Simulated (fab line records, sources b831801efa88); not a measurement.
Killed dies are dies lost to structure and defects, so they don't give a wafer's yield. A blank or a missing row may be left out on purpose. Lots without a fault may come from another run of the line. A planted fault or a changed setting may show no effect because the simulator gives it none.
fab line records | flow sfq_line
record lots=6 wafers=18 last_day=91
route steps=325 shown I6@270 M7@281 I7@296 M8@311
lots that met no fault: from a run of the same line without faults
start_h: hours from the record's first day to the start of the lot's first wafer shown | wait_h: hours since the lot's step before | " the same as in the row above | L1.1+2: a row that stands for several wafers | - no value, or no start given | * or withheld: withheld | < > ~ a bound
route shown NAME@n: a module of which the file shows steps, and the number in the route of the first | usual: mean/standard deviation of fault-free wafers | same: alike in all rows | chamber/n: place in a boat | sites: the reading at each site | _std_site: their standard deviation | _edge_site: outer sites' mean less inner sites' | radius_mm: how far each site lies from the wafer's centre | mask NAME#n: copy n | behind: the tool/chamber that last shaped the wafer | hold: why the lot was held/for how many hours/how that ended | device: the transistor (n, p or np) that didn't switch | end of line: the same wafers' tests at the end of the route | a step without rows: its recipe alone | killed: dies lost to structure and defects at the first sort, not the wafer's yield | map: a wafer's dies, x killed, . not, _ none there
set.NAME: the setting as run; set.NAME@STEP: as run at that earlier step | model.NAME: the simulator's own value behind a step, which no gauge read
lots at some steps of the route; a table a step, a row a wafer
services: from which hour (start_h, from the record's first day; less than 0 if before it) a tool's chamber was out of use, for how many hours, and why
## steps
# step SFQ_TRILAYER_I6_VIA_LITHO_COAT_174
# recipe resist=BARC spin_rpm=3000 resist_thk_nm=61.66
# step SFQ_TRILAYER_I6_VIA_LITHO_COAT_169
# recipe resist=KrF spin_rpm=3000 resist_thk_nm=650
# step SFQ_TRILAYER_I6_VIA_LITHO_SOFTBAKE_173
# recipe temp_c=withheld time_s=withheld resist=KrF
# step SFQ_TRILAYER_I6_VIA_LITHO_EXPOSE_170
# recipe mask_id=I6 na=0.6 source_shape=conventional sigma_outer=0.65 target_cd_nm=700 dose_mj=21.3
# step SFQ_TRILAYER_I6_VIA_LITHO_PEB_172
# recipe peb_temp_c=115 peb_time_s=60 resist=KrF
# step SFQ_TRILAYER_I6_VIA_LITHO_DEVELOP_171
# recipe time_s=60 resist=KrF
# step SFQ_I6_OVL_MEAS_942
# usual I6_OVL=-3/6
# columns lot.wafer tool chamber start_h wait_h I6_OVL[nm]
L971.4 overlay-01 - 1815.71 0.1 5
L971.5 " - " " 3
L971.6 " - " " 7
L973.2 overlay-01 - 1824.20 0.1 -7
L973.3 " - " " -8
L973.6 " - " " 2
L984.1 overlay-02 - 1977.45 0.1 -13
L984.4 " - " " -7
L984.6 " - " " -4
L986.1 overlay-01 - 1991.85 0.1 -5
L986.3 " - " " -11
L986.5 " - " " -9
L989.1 overlay-01 - 2002.06 0.1 4
L989.2 " - " " -1
L989.4 " - " " -5
L990.1 overlay-01 - 2009.26 0.1 -7
L990.3 " - " " -4
L990.4 " - " " -8
# step SFQ_TRILAYER_I6_VIA_BARC_OPEN_VIA_ETCH_235
# recipe mask_material=PR chemistry=O2 target_depth_nm=125 target=BARC source_w=500 bias_w=80 pressure_mtorr=30 time_s=41.7
# step SFQ_TRILAYER_I6_VIA_ETCH_VIA_ETCH_172
# recipe target=SiO2 stop_on=Nb mask_material=PR taper_deg=20 chemistry=CHF3 target_depth_nm=260 source_w=500 bias_w=80 pressure_mtorr=30 time_s=withheld
# step SFQ_TRILAYER_I6_VIA_STRIP_STRIP_173
# recipe gas=O2 power_w=200 platen_temp_c=40 overash_fraction=0.65 chemistry=O2 pressure_mtorr=50
# usual drypump_motor_current_A=5.5/0.42 oes_product_au=1.001/0.0075 platen_temp_c=40.00/0.1
# columns lot.wafer tool chamber start_h wait_h drypump_motor_current_A oes_product_au platen_temp_c rf_hours_counter_h
L971.4 rie_metal-02 0 1816.08 - 5.7 0.997 39.94 -
L971.5 " 1 " " 4.8 0.997 40.20 -
L971.6 " 0 " " 5.7 1.010 39.86 -
L973.2 rie_metal-04 0 1824.58 - 5.4 0.996 39.94 -
L973.3 " 0 " " 5.4 1.001 39.89 -
L973.6 " 0 " " 5.4 0.992 40.07 -
L984.1 rie_metal-02 0 1977.64 - 5.7 1.002 40.14 97
L984.4 " 1 " " 4.8 0.999 40.03 -
L984.6 " 1 " " 4.8 0.982 40.14 -
L986.1 rie_metal-01 1 1992.04 - 5.8 1.009 39.92 98
L986.3 " 1 " " 5.8 1.015 40.04 -
L986.5 " 1 " " 5.8 1.014 40.16 -
L989.1 rie_metal-04 1 2002.25 - 5.0 1.006 39.84 17
L989.2 " 0 " " 5.4 1.007 39.89 104
L989.4 " 0 " " 5.4 1.002 40.10 -
L990.1 rie_metal-01 0 2009.45 - 6.0 1.003 40.01 1
L990.3 " 0 " " 6.0 0.992 40.06 -
L990.4 " 1 " " 5.8 1.004 39.83 -
# step SFQ_TRILAYER_I6_VIA_STRIP_SOLV_CLEAN_174
# recipe chemistry=NMP temp_c=70 time_s=600
# step SFQ_TRILAYER_M7_DEP_PRE_CLEAN_176
# recipe gas=Ar time_s=22.5 bias_v=250
# step SFQ_TRILAYER_M7_DEP_SPUTTER_175
# recipe material=Nb base_pressure_pa=1.33e-06 chamber_pressure_pa=0.1333 substrate_temp_c=20 target_thk_nm=200 power_w=2000 time_s=133.3
# usual throttle_valve_pct=30.3/1.1
# columns lot.wafer tool chamber start_h wait_h throttle_valve_pct model.Nb_of_TRILAYER_M7_DEP_SPUTTER_175.thk_nm
L971.4 pvd_sputter-05 - 1816.68 0.0 32.1 196
L971.5 " - " " 30.2 198
L971.6 " - " " 31.0 197.2
L973.2 pvd_sputter-06 - 1825.78 0.0 28.2 196
L973.3 " - " " 28.6 198.6
L973.6 " - " " 30.9 200.5
L984.1 pvd_sputter-06 - 1978.44 0.0 31.0 203.3
L984.4 " - " " 30.8 264.6
L984.6 " - " " 30.7 266.9
L986.1 pvd_sputter-06 - 1993.44 0.0 30.8 265.1
L986.3 " - " " 30.9 201.9
L986.5 " - " " 30.9 265.8
L989.1 pvd_sputter-04 - 2003.05 0.0 31.5 197.9
L989.2 " - " " 30.6 202.8
L989.4 " - " " 30.1 200.1
L990.1 pvd_sputter-05 - 2010.25 0.0 30.0 198.3
L990.3 " - " " 32.0 197.6
L990.4 " - " " 31.3 197
# step SFQ_M7_RS_MEAS_943
# recipe thk_meas_gauge=four-point-probe reads=Nb_of_TRILAYER_M7_DEP_SPUTTER_175
# usual M7_NB_RS=0.891/0.0087
# columns lot.wafer tool chamber start_h wait_h hold M7_NB_RS[ohm/sq]
L971.4 film_metro-03 - 1816.83 0.1 - 0.908
L971.5 " - " " - 0.897
L971.6 " - " " - 0.904
L973.2 film_metro-01 - 1825.89 0.1 - 0.909
L973.3 " - " " - 0.896
L973.6 " - " " - 0.888
L984.1 film_metro-03 - 1978.53 0.0 await_dispo/0.2h/release 0.878
L984.4 " - " " await_dispo/0.2h/release 0.672
L984.6 " - " " await_dispo/0.2h/release 0.665
L984.1 film_metro-03 - 1978.82 0.3 - 0.875
L984.4 " - " " - 0.671
L984.6 " - " " - 0.666
L986.1 film_metro-03 - 1993.53 0.0 await_dispo/0.2h/release 0.669
L986.3 " - " " await_dispo/0.2h/release 0.880
L986.5 " - " " await_dispo/0.2h/release 0.669
L986.1 film_metro-03 - 1993.82 0.3 - 0.670
L986.3 " - " " - 0.884
L986.5 " - " " - 0.667
L989.1 film_metro-01 - 2003.14 0.0 - 0.900
L989.2 " - " " - 0.879
L989.4 " - " " - 0.891
L990.1 film_metro-01 - 2010.34 0.0 - 0.899
L990.3 " - " " - 0.902
L990.4 " - " " - 0.905
# step SFQ_TRILAYER_M7_LITHO_COAT_177
# recipe resist=KrF spin_rpm=3000 resist_thk_nm=600
# step SFQ_TRILAYER_M7_LITHO_SOFTBAKE_181
# recipe temp_c=withheld time_s=withheld resist=KrF
# step SFQ_TRILAYER_M7_LITHO_EXPOSE_178
# recipe mask_id=M7 na=0.6 source_shape=conventional sigma_outer=0.65 target_cd_nm=500 dose_mj=14.4
# step SFQ_TRILAYER_M7_LITHO_PEB_180
# recipe peb_temp_c=115 peb_time_s=60 resist=KrF
# step SFQ_TRILAYER_M7_LITHO_DEVELOP_179
# recipe time_s=60 resist=KrF
# step SFQ_M7_OVL_MEAS_945
# usual M7_OVL=1/4.6
# columns lot.wafer tool chamber start_h wait_h M7_OVL[nm]
L971.4 overlay-01 - 1819.22 0.1 5
L971.5 " - " " 2
L971.6 " - " " 1
L973.2 overlay-02 - 1830.00 0.1 8
L973.3 " - " " 7
L973.6 " - " " 2
L984.1 overlay-02 - 1993.69 0.2 1
L984.4 " - " " -5
L984.6 " - " " -1
L986.1 overlay-01 - 2069.26 0.1 9
L986.3 " - " " 0
L986.5 " - " " 8
L989.1 overlay-01 - 2082.62 0.1 -1
L989.2 " - " " -2
L989.4 " - " " -2
L990.1 overlay-01 - 2088.62 0.1 -7
L990.3 " - " " -4
L990.4 " - " " -3
# step SFQ_TRILAYER_M7_BARC_OPEN_METAL_ETCH_229
# recipe mask_material=PR chemistry=O2 target_depth_nm=125 target=BARC icp_w=600 bias_w=80 pressure_mtorr=10 time_s=41.7
# step SFQ_TRILAYER_M7_ETCH_METAL_ETCH_180
# recipe target=Nb stop_on=SiO2 mask_material=PR chemistry=Cl2/Ar target_depth_nm=240 icp_w=600 bias_w=80 pressure_mtorr=10 time_s=120
# usual drypump_motor_current_A=5.5/0.52 oes_product_au=0.893/0.0066
# columns lot.wafer tool chamber start_h wait_h drypump_motor_current_A oes_product_au rf_hours_counter_h
L971.4 rie_metal-02 0 1819.34 0.1 5.7 0.884 -
L971.5 " 0 " " 5.7 0.897 -
L971.6 " 1 " " 4.9 0.884 -
L973.2 rie_metal-02 1 1830.09 0.0 4.8 0.884 17
L973.3 " 0 " " 5.7 0.889 -
L973.6 " 1 " " 4.8 0.895 -
L984.1 rie_metal-02 1 1993.87 0.0 4.8 0.906 39
L984.4 " 0 " " 5.7 0.999 -
L984.6 " 0 " " 5.7 0.999 -
L986.1 rie_metal-02 0 2069.35 0.0 5.7 0.996 108
L986.3 " 0 " " 5.7 0.895 -
L986.5 " 0 " " 5.7 0.989 -
L989.1 rie_metal-03 1 2082.72 0.0 6.2 0.891 25
L989.2 " 0 " " 5.0 0.904 60
L989.4 " 0 " " 4.9 0.891 -
L990.1 rie_metal-01 1 2088.72 0.0 5.8 0.886 111
L990.3 " 1 " " 5.8 0.887 -
L990.4 " 0 " " 6.0 0.877 -
# step SFQ_TRILAYER_M7_STRIP_STRIP_181
# recipe gas=O2 power_w=200 platen_temp_c=40 overash_fraction=0.65 chemistry=O2 pressure_mtorr=50
# step SFQ_TRILAYER_M7_STRIP_SOLV_CLEAN_182
# recipe chemistry=NMP temp_c=70 time_s=600
# step SFQ_TRILAYER_I7_DEP_PECVD_183
# recipe material=SiO2 temp_c=150 time_s=113.9 pressure_torr=2.4 rf_w=183.3 precursor=SiH4/N2O target_thk_nm=500
# usual heater_power_w=77/18 throttle_valve_pct=24.4/1.1
# columns lot.wafer tool chamber start_h wait_h heater_power_w throttle_valve_pct
L971.4 pecvd-01 1 1820.24 0.0 35 24.7
L971.5 " 0 " " 92 24.5
L971.6 " 2 " " 68 22.4
L973.2 pecvd-02 2 1830.99 0.0 61 23.7
L973.3 " 1 " " 92 23.8
L973.6 " 0 " " 62 24.3
L984.1 pecvd-01 0 1994.77 0.0 94 25.2
L984.4 " 1 " " 35 25.3
L984.6 " 2 " " 69 23.3
L986.1 pecvd-04 1 2070.25 0.0 101 22.2
L986.3 " 0 " " 82 22.4
L986.5 " 2 " " 76 23.4
L989.1 pecvd-02 2 2083.62 0.0 67 23.9
L989.2 " 0 " " 75 24.8
L989.4 " 0 " " 79 24.5
L990.1 pecvd-01 1 2089.79 0.0 35 25.4
L990.3 " 0 " " 101 25.2
L990.4 " 0 " " 105 25.2
# step SFQ_TRILAYER_I7_CMP_CMP_184
# recipe material=SiO2 down_force_psi=3 platen_rpm=60 pad_velocity_m_s=0.94248
# step SFQ_I7_BOW_MEAS_946
# recipe mode=bow
# usual I7_BOW=7/12
# columns lot.wafer tool chamber start_h wait_h I7_BOW[um]
L971.4 film_metro-02 - 1823.34 1.6 2
L971.5 " - " " -5
L971.6 " - " " -1
L973.2 film_metro-01 - 1835.30 1.0 17
L973.3 " - " " 20
L973.6 " - " " 11
L984.1 film_metro-03 - 1997.84 1.0 4
L984.4 " - " " 19
L984.6 " - " " 10
L986.1 film_metro-01 - 2081.72 2.0 8
L986.3 " - " " 20
L986.5 " - " " 6
L989.1 film_metro-03 - 2090.72 2.5 11
L989.2 " - " " 8
L989.4 " - " " -4
L990.1 film_metro-01 - 2092.87 2.5 7
L990.3 " - " " -1
L990.4 " - " " 1
# step SFQ_TRILAYER_I7_METRO_MEASURE_185
# usual thk_nm=199.6/1.4
# columns lot.wafer tool chamber start_h wait_h thk_nm
L971.4 film_metro-02 - 1824.00 0.6 199.7
L971.5 " - " " 198.9
L971.6 " - " " 199.1
L973.2 film_metro-01 - 1835.60 0.3 197.7
L973.3 " - " " 198.4
L973.6 " - " " 197.7
L984.1 film_metro-03 - 1997.96 0.1 198.3
L984.4 " - " " 200.0
L984.6 " - " " 198.1
L986.1 film_metro-01 - 2081.84 0.1 198.6
L986.3 " - " " 200.6
L986.5 " - " " 200.6
L989.1 film_metro-03 - 2090.84 0.1 200.1
L989.2 " - " " 198.2
L989.4 " - " " 200.5
L990.1 film_metro-01 - 2092.99 0.1 201.6
L990.3 " - " " 198.6
L990.4 " - " " 199.5
# step SFQ_TRILAYER_I7_VIA_LITHO_COAT_192
# recipe resist=BARC spin_rpm=3000 resist_thk_nm=62
# step SFQ_TRILAYER_I7_VIA_LITHO_COAT_187
# recipe resist=KrF spin_rpm=3000 resist_thk_nm=650
# step SFQ_TRILAYER_I7_VIA_LITHO_SOFTBAKE_191
# recipe temp_c=withheld time_s=withheld resist=KrF
# step SFQ_TRILAYER_I7_VIA_LITHO_EXPOSE_188
# recipe mask_id=I7 na=0.6 source_shape=conventional sigma_outer=0.65 target_cd_nm=1000 dose_mj=21.3
# step SFQ_TRILAYER_I7_VIA_LITHO_PEB_190
# recipe peb_temp_c=115 peb_time_s=60.96 resist=KrF
# step SFQ_TRILAYER_I7_VIA_LITHO_DEVELOP_189
# recipe time_s=60 resist=KrF
# step SFQ_I7_OVL_MEAS_947
# usual I7_OVL=0/6.1
# columns lot.wafer tool chamber start_h wait_h I7_OVL[nm]
L971.4 overlay-02 - 1828.81 0.1 7
L971.5 " - " " 1
L971.6 " - " " 9
L973.2 overlay-01 - 1840.48 0.1 -4
L973.3 " - " " -10
L973.6 " - " " -3
L984.1 overlay-01 - 2075.26 0.1 7
L984.4 " - " " 1
L984.6 " - " " 9
L986.1 overlay-01 - 2087.09 0.1 1
L986.3 " - " " 6
L986.5 " - " " 1
L989.1 overlay-02 - 2094.29 0.1 -9
L989.2 " - " " 1
L989.4 " - " " -1
L990.1 overlay-01 - 2096.44 0.1 7
L990.3 " - " " -2
L990.4 " - " " -6
# step SFQ_TRILAYER_I7_VIA_BARC_OPEN_VIA_ETCH_260
# recipe mask_material=PR chemistry=O2 target_depth_nm=125 target=BARC source_w=500 bias_w=80 pressure_mtorr=30 time_s=41.7
# usual drypump_motor_current_A=5.9/0.39 oes_product_au=0.684/0.0044
# columns lot.wafer tool chamber start_h wait_h drypump_motor_current_A oes_product_au rf_hours_counter_h
L971.4 rie_diel-03 2 1828.83 0.0 5.4 0.676 12
L971.5 " 1 " " 6.0 0.681 -
L971.6 " 2 " " 5.4 0.686 -
L973.2 rie_diel-01 1 1840.51 0.0 6.0 0.690 13
L973.3 " 0 " " 6.3 0.684 0
L973.6 " 1 " " 6.1 0.686 -
L984.1 rie_diel-01 0 2075.29 0.0 6.3 0.682 3
L984.4 " 1 " " 6.1 0.688 17
L984.6 " 2 " " 5.9 0.687 -
L986.1 rie_diel-01 1 2087.12 0.0 6.1 0.674 17
L986.3 " 3 " " 6.1 0.678 18
L986.5 " 2 " " 5.9 0.675 -
L989.1 rie_diel-02 2 2094.32 0.0 6.5 0.687 4
L989.2 " 0 " " 5.1 0.683 12
L989.4 " 1 " " 5.7 0.684 17
L990.1 rie_diel-01 3 2096.48 0.0 6.1 0.687 18
L990.3 " 1 " " 6.1 0.681 17
L990.4 " 2 " " 5.9 0.691 1
# step SFQ_TRILAYER_I7_VIA_ETCH_VIA_ETCH_190
# recipe target=SiO2 stop_on=Nb mask_material=PR taper_deg=20 chemistry=CHF3 target_depth_nm=260 source_w=500 bias_w=80 pressure_mtorr=30 time_s=withheld
# step SFQ_TRILAYER_I7_VIA_STRIP_STRIP_191
# recipe gas=O2 power_w=200 platen_temp_c=40 overash_fraction=0.65 chemistry=O2 pressure_mtorr=50
# usual drypump_motor_current_A=5.3/0.47 oes_product_au=0.999/0.008 platen_temp_c=40.00/0.12
# columns lot.wafer tool chamber start_h wait_h drypump_motor_current_A oes_product_au platen_temp_c rf_hours_counter_h
L971.4 rie_metal-04 0 1829.18 - 5.4 1.004 39.87 -
L971.5 " 0 " " 5.4 0.993 39.91 -
L971.6 " 1 " " 4.9 1.003 40.05 -
L973.2 rie_metal-02 1 1840.66 - 4.8 1.000 40.14 19
L973.3 " 0 " " 5.7 1.001 39.82 -
L973.6 " 1 " " 4.8 1.006 39.98 -
L984.1 rie_metal-04 0 2075.45 - 5.4 1.009 39.98 110
L984.4 " 0 " " 5.4 1.006 40.01 -
L984.6 " 0 " " 5.4 1.008 39.87 -
L986.1 rie_metal-03 1 2087.27 - 6.3 1.011 39.98 26
L986.3 " 0 " " 5.0 0.998 40.03 -
L986.5 " 0 " " 5.0 0.995 40.11 -
L989.1 rie_metal-04 1 2094.47 - 4.9 1.001 40.04 25
L989.2 " 0 " " 5.4 1.006 40.08 112
L989.4 " 1 " " 4.9 0.993 40.11 -
L990.1 rie_metal-02 0 2096.63 - 5.7 0.995 40.01 112
L990.3 " 1 " " 4.9 1.010 40.16 -
L990.4 " 0 " " 5.7 1.007 39.93 -
# step SFQ_TRILAYER_I7_VIA_STRIP_SOLV_CLEAN_192
# recipe chemistry=NMP temp_c=70 time_s=600
# step SFQ_TRILAYER_M8_LITHO_LOR_COAT_197
# recipe resist=lift-off spin_rpm=3000
# step SFQ_M8_BOW_MEAS_951
# recipe mode=bow
# usual M8_BOW=8/12
# columns lot.wafer tool chamber start_h wait_h M8_BOW[um] model.etest.m7.comb_log10_ohm model.etest.m7.ohm_sq
L971.4 film_metro-04 - 1913.84 0.1 1 12 0.9088
L971.5 " - " " -4 12 0.8997
L971.6 " - " " -2 12 0.9037
L973.2 film_metro-03 - 1927.01 0.0 18 12 0.9091
L973.3 " - " " 21 12 0.8972
L973.6 " - " " 12 12 0.8887
L984.1 film_metro-04 - 2080.15 0.0 4 12 0.8763
L984.4 " - " " 20 0 0.6733
L984.6 " - " " 10 0 0.6676
L986.1 film_metro-03 - 2163.20 0.0 9 0 0.672
L986.3 " - " " 21 12 0.8824
L986.5 " - " " 8 0 0.6702
L989.1 film_metro-02 - 2172.92 0.0 12 12 0.9001
L989.2 " - " " 7 12 0.8786
L989.4 " - " " -2 12 0.8906
L990.1 film_metro-04 - 2175.32 0.0 9 12 0.8984
L990.3 " - " " 0 12 0.9016
L990.4 " - " " 1 12 0.9044
## services
# columns tool chamber start_h hours kind
rie_metal-02 1 1800.65 2.3 repair
pvd_sputter-06 - 1811.35 9.3 repair
rie_metal-04 1 1814.63 10.6 repair
rie_metal-04 - 1824.08 0.1 repair
pecvd-02 - 1824.51 5.5 pm
rie_diel-01 2 1840.01 1.3 repair
film_metro-03 - 1841.70 0.7 pm
pecvd-02 - 1845.17 6.0 pm
pvd_sputter-06 - 1853.10 4.4 repair
rie_diel-01 0 1854.49 13.1 repair
pecvd-02 1 1855.12 5.0 repair
film_metro-01 - 1878.15 2.5 repair
pvd_sputter-05 - 1899.24 6.8 repair
rie_metal-03 1 1899.33 17.5 repair
rie_metal-03 - 1906.27 1.4 repair
rie_metal-02 1 1918.13 18.0 repair
film_metro-01 - 1933.48 0.1 pm
film_metro-01 - 1936.89 0.9 pm
film_metro-01 - 1940.11 1.2 pm
film_metro-01 - 1992.31 10.0 pm
pvd_sputter-06 - 2033.18 30.9 repair
rie_metal-04 - 2046.05 14.6 pm
pecvd-01 2 2046.28 6.8 repair
rie_diel-01 0 2085.84 5.3 repair
## key
first_sign step=SFQ_M7_RS_MEAS_943 reading=visit direction=added
effect step=SFQ_M7_RS_MEAS_943 reading=M7_NB_RS direction=down sigmas=26 usual=0.891 struck=0.669
effect step=SFQ_TRILAYER_M7_ETCH_METAL_ETCH_180 reading=oes_product_au direction=up sigmas=16 usual=0.893 struck=0.996
model_effect step=SFQ_TRILAYER_M7_DEP_SPUTTER_175 value=Nb_of_TRILAYER_M7_DEP_SPUTTER_175.thk_nm without=201.2 struck=265.6
model_effect step=SFQ_M8_BOW_MEAS_951 value=etest.m7.comb_log10_ohm without=12 struck=0
met_at SFQ_TRILAYER_M7_DEP_SPUTTER_175
struck_wafers L984.4,L984.6,L986.1,L986.5
onset_between 1825.78 1978.44
fault kind=process_parameter_drift tool=pvd_sputter-06 chamber=- onset_h=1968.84 steps=SFQ_TRILAYER_M7_DEP_SPUTTER_175 channel=target_thk_nm offset=64.461 shape=step end_h=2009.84 acts_in=these_recipes_only stated=200 scope=struck_wafers_only
